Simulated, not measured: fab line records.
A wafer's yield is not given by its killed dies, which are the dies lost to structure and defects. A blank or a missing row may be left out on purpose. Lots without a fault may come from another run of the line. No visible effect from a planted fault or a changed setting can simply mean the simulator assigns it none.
A lot that was struck, set against a sound lot || flow gf180mcu || 16 steps out of a route of 602
Sound: these wafers, L676.1, L676.3, L676.6. Wafers struck: L675.1, L675.3, L675.4. The cause is named last.
Order at every step that has rows: each side's tool, ch and its chambers, its first start. Under that, the readings that differ: sound wafers || struck wafers || difference of the means || sigmas: that difference in standard deviations of wafers without a fault.
alike: readings whose means differ by less than 2 such deviations, and words and numbers that are the same on both sides. not compared: withheld readings, readings that some wafer has no value for, bounds like >300 that may hide the same value, and numbers for which the record gives no deviation and whose values overlap.
A row with sigmas, a row that says differs or no value, or rows on one side alone: a step with any of these is where the two part. When numbers do not overlap yet have no deviation, they are printed without sigmas and do not part them. A reading that every wafer of one side lacks parts them only if that side has two wafers or more.

first, 3 steps without rows for these wafers: GF_V4_EXPOSE_11 (exposes mask Via4, target cd 260 nm); GF_V4_PEB_12 (peb time 90 s); GF_V4_DEVELOP_13 (develop time 60 s).
GF_V4_CD_MEAS_14: target cd 260 nm.
  sound: cdSem-01 at day 27 00:46; struck: cdSem-01 at day 26 20:01
{"reading": "cdNm (nm)", "sound": "261.4 260.6 261.3", "struck": "258.1 258.7 258.4", "difference": -2.7, "sigmas": -2}
GF_V4_OVL_MEAS_15:
  sound: overlay-02 at day 27 00:53; struck: overlay-01 at day 26 20:08
  alike: V4_OVL
GF_V4_ETCH_16: etches BARC in N2/H2.
  sound on rieDiel-03 ch 0,2,3, day 27 00:55; struck on rieDiel-04 ch 0,1,3, day 26 20:10
  alike: drypumpMotorCurrentA, oesProductAu, throttleValvePct
GF_V4_ETCH_17: etches SiO2 in C4F8/O2/Ar, stops on TiN, target depth 630 nm.
  sound: rieDiel-03 ch 0,2,3; struck: rieDiel-04 ch 0,1,3
  alike: oesProductAu
GF_V4_STRIP_18: strips in O2/N2.
  sound on plasmaAsher-02 ch 0,1, day 27 01:02; struck on plasmaAsher-01 ch 0,1, day 26 20:17
  alike: drypumpMotorCurrentA, heaterPowerW, oesProductAu
  not compared: rfHoursCounterH
then, 2 steps without rows for these wafers: GF_V4_STRIP_19 (strips in post etch residue remover, time 1200 s); GF_V4_CLEAN_20 (cleans in DIW).
GF_V4_SPUTTER_21: material Ti, target thk 15 nm, time 80.02 s.
  sound: pvdSputter-04 at day 27 01:35; struck: pvdSputter-01 at day 26 20:50
  alike: throttleValvePct
GF_V4_SPUTTER_22: material TiN, target thk 10 nm, time 40 s.
  sound: pvdSputter-04 at day 27 01:38; struck: pvdSputter-01 at day 26 20:54
  alike: throttleValvePct
GF_V4_CVD_23: deposits W, target thk 350 nm, time 104.9 s.
  sound on cvdW-02 ch 0,1, day 27 01:41; struck on cvdW-02 ch 0,1, day 26 20:56
  no value came back on the struck wafers for chamberPressureTorr (Torr), heaterPowerOuterW (W), heaterPowerW (W); on the sound wafers chamberPressureTorr (Torr) reads 40.12 39.86 39.91
GF_V4_RS_MEAS_24: the measuring method here is four-point-probe.
  sound: filmMetro-01 at day 27 01:47; struck: filmMetro-01 at day 26 21:03
{"reading": "V4_W_RS (ohm/sq)", "sound": "0.328 0.332 0.326", "struck": "43.695 43.429 43.614", "difference": "+43.251", "sigmas": "+99 or more"}
GF_V4_THK_MEAS_25: measures by xrf.
  sound: filmMetro-01 at day 27 01:55; struck: filmMetro-01 at day 26 21:10
  not compared: V4_W_THK
GF_V4_CMP_26: polishes, stops on SiO2, t overpolish 15 s, target thk 0 nm.
  sound on cmp-01 ch 0,1,2, day 27 02:11; struck on cmp-01 ch 1,2,3, day 26 21:18
{"reading": "timeToEndpointS (s)", "sound": "80.8 81.6 86.4", "struck": "0.0 0.6 0.0", "difference": -82.7, "sigmas": -29}
  alike: motorCurrentA

== WHERE THEY PART ==
Earliest at GF_V4_CD_MEAS_14; latest, in this record, at GF_V4_CMP_26.

WHY: whatever the simulator had introduced
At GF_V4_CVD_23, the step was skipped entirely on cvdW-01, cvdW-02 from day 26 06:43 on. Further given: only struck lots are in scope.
